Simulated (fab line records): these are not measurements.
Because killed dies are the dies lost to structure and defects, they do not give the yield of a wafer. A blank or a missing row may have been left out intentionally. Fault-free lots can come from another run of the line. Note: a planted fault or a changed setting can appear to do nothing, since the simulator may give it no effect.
A struck lot beside a sound one	flow sky130	18 out of 708 route steps
Sound: these wafers, L475.2, L475.4, L475.5. Wafers struck: L488.4, L488.5, L488.6. The cause comes at the end.
At each step with rows: each side's tool, then ch and its chambers, then its first start. Under that, the readings that differ: sound wafers	struck wafers	difference of the means	sigmas: that difference in standard deviations of wafers without a fault.
alike: a reading whose means differ by less than 2 such deviations, as well as words and numbers matching on both sides. not compared: withheld readings; readings where some wafer has no value; bounds like >300 that might hide an equal value; numbers whose values overlap and for which the record gives no deviation.
Wherever a step has rows on one side only, a row that says differs or no value, or a row with sigmas, the two part there. Non-overlapping numbers with no deviation appear without sigmas and do not part them. Lack of a reading on every wafer of one side parts them only where that side has two or more wafers.

first, 3 steps without rows for these wafers: SKY_POLY_CUT_EXPOSE_05 (exposes mask NPCM, target cd 270 nm); SKY_POLY_CUT_PEB_06; SKY_POLY_CUT_DEVELOP_07 (develop time 60 s).
SKY_POLY_CUT_CD_MEAS_08: target cd 270 nm.
  sound: cd_sem-01 at day 25 16:28; struck: cd_sem-01 at day 29 21:49
  alike: cd_nm
SKY_POLY_CUT_OVL_MEAS_09:
  sound: overlay-01 at day 25 16:34; struck: overlay-02 at day 29 21:53
  alike: POLY_CUT_OVL
SKY_POLY_CUT_ETCH_10: etches BARC in N2/H2, stops on SiO2, time 45.9 s, target depth 60 nm.
  sound on rie_diel-02 ch 0,2, day 25 16:36; struck on rie_diel-04 ch 0,2,3, day 29 21:54
  alike: drypump_motor_current_A, oes_product_au, throttle_valve_pct
  not compared: rf_hours_counter_h
SKY_POLY_CUT_ETCH_11: etches Si3N4 in CF4/CH2F2/Ar, stops on poly-Si, time 42.5 s, target depth 60 nm.
  sound on rie_diel-02 ch 0,2, day 25 16:38; struck on rie_diel-04 ch 0,2,3, day 29 21:56
  alike: drypump_motor_current_A, oes_product_au, throttle_valve_pct
  not compared: rf_hours_counter_h
SKY_POLY_CUT_STRIP_12: strips in O2/N2.
  sound on plasma_asher-01 ch 0,1, day 25 16:41; struck on plasma_asher-03 ch 0,1, day 29 22:01
  alike: drypump_motor_current_A, oes_product_au, strip_time_to_endpoint_s
  not compared: rf_hours_counter_h
then, 4 steps without rows for these wafers: SKY_SD_P_DEHYDRATE_00 (time 60 s); SKY_SD_P_HMDS_01 (prime time 60 s); SKY_SD_P_COAT_02 (resist thk 1140 nm); SKY_SD_P_SOFTBAKE_03 (time 60 s).
SKY_SD_P_EXPOSE_04: exposes mask PSDM, target cd 380 nm.
  sound on iline_stepper-02 ch 0, day 26 07:23; struck on iline_stepper-01 ch 0, day 30 11:11
reading	sound	struck	difference	sigmas
mask	PSDM#0 PSDM#0 PSDM#0	PSDM_R1#0 PSDM_R1#0 PSDM_R1#0	differs	
  alike: exposure_dose_mJ_cm2
then, 2 steps without rows for these wafers: SKY_SD_P_PEB_05; SKY_SD_P_DEVELOP_06 (develop time 60 s).
SKY_SD_P_CD_MEAS_07: target cd 380 nm.
  sound: cd_sem-02 at day 26 21:16; struck: cd_sem-02 at day 31 00:37
reading	sound	struck	difference	sigmas
cd_nm (nm)	381.2 380.2 378.8	408.1 406.3 408.3	+27.5	+11
SKY_SD_P_OVL_MEAS_08:
  sound: overlay-02 at day 26 21:22; struck: overlay-01 at day 31 00:41
  alike: SD_P_OVL
-- here the record skips 18 days between the struck wafers' starts before and after, leaving off in module SD_P and picking up in module PAD_OPEN (first step shown: number 708 of the route) --
SKY_PAD_OPEN_PROBE_99:
  sound: prober-01 at day 46 17:55; struck: prober-01 at day 49 11:22
  alike: killed_at_M0_to_M3, killed_at_M4_up, killed_at_contacts, killed_at_front_end, killed_at_other, killed_dies, killed_on_rim, killed_open, killed_short

WHERE THEY PART
First at SKY_SD_P_EXPOSE_04; last, within this record, at SKY_SD_P_CD_MEAS_07. Later steps at which nothing parts them and some readings are alike: SKY_SD_P_OVL_MEAS_08, SKY_PAD_OPEN_PROBE_99.

WHY: the cause the simulator had injected
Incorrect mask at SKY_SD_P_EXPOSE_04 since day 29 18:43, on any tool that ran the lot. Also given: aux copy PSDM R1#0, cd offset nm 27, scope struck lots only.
